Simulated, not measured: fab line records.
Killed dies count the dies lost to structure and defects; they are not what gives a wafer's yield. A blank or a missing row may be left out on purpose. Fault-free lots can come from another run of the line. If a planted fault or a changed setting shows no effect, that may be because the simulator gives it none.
Matching of chambers | flow gf180mcu | GF_V3_CVD_02 on pecvd-01: 3 sister chambers
The step deposits SiO2 from TEOS, target thk 850 nm, time 94.851 s. 3 wafers are shown with their chamber, then 8 later ones without.

WAFERS, EACH WITH ITS CHAMBER
wafer  | chamber | heaterPowerW (W)
L083.2 | 1       | 658
L087.4 | 2       | 1023
L094.2 | 0       | 619

WAFERS WITH NO CHAMBER GIVEN
wafer  | heaterPowerW (W)
L094.4 | 615
L094.5 | 958
L095.1 | 580
L095.2 | 945
L095.5 | 979
L096.2 | 613
L096.5 | 620
L096.6 | 1006

EACH ONE'S CHAMBER
wafer  | from the rows above     | in truth
L094.4 | can't be placed: 0 or 1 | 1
L094.5 | 2                       | 2
L095.1 | can't be placed: 0 or 1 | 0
L095.2 | 2                       | 2
L095.5 | 2                       | 2
L096.2 | can't be placed: 0 or 1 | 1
L096.5 | can't be placed: 0 or 1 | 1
L096.6 | 2                       | 2
Correct placement for 4 of the 8. Cannot be placed on the basis of these rows: 4; the candidates contain the true chamber in 4. Number placed wrongly: 0.
How it was worked out, from the rows above alone: a wafer's distance from a chamber is the root of the sum, over the readings, of the square of ((its reading less the chamber's mean) divided by the reading's scatter). If the next closest chamber is less than 2 further off than the closest, the wafer can't be placed; otherwise it belongs to the closest. For every chamber, the mean is computed from those of its wafers that are shown. The scatter (one wafer shown for each chamber): square how far every hidden wafer sits from the nearest shown wafer, average those squares and take the square root.
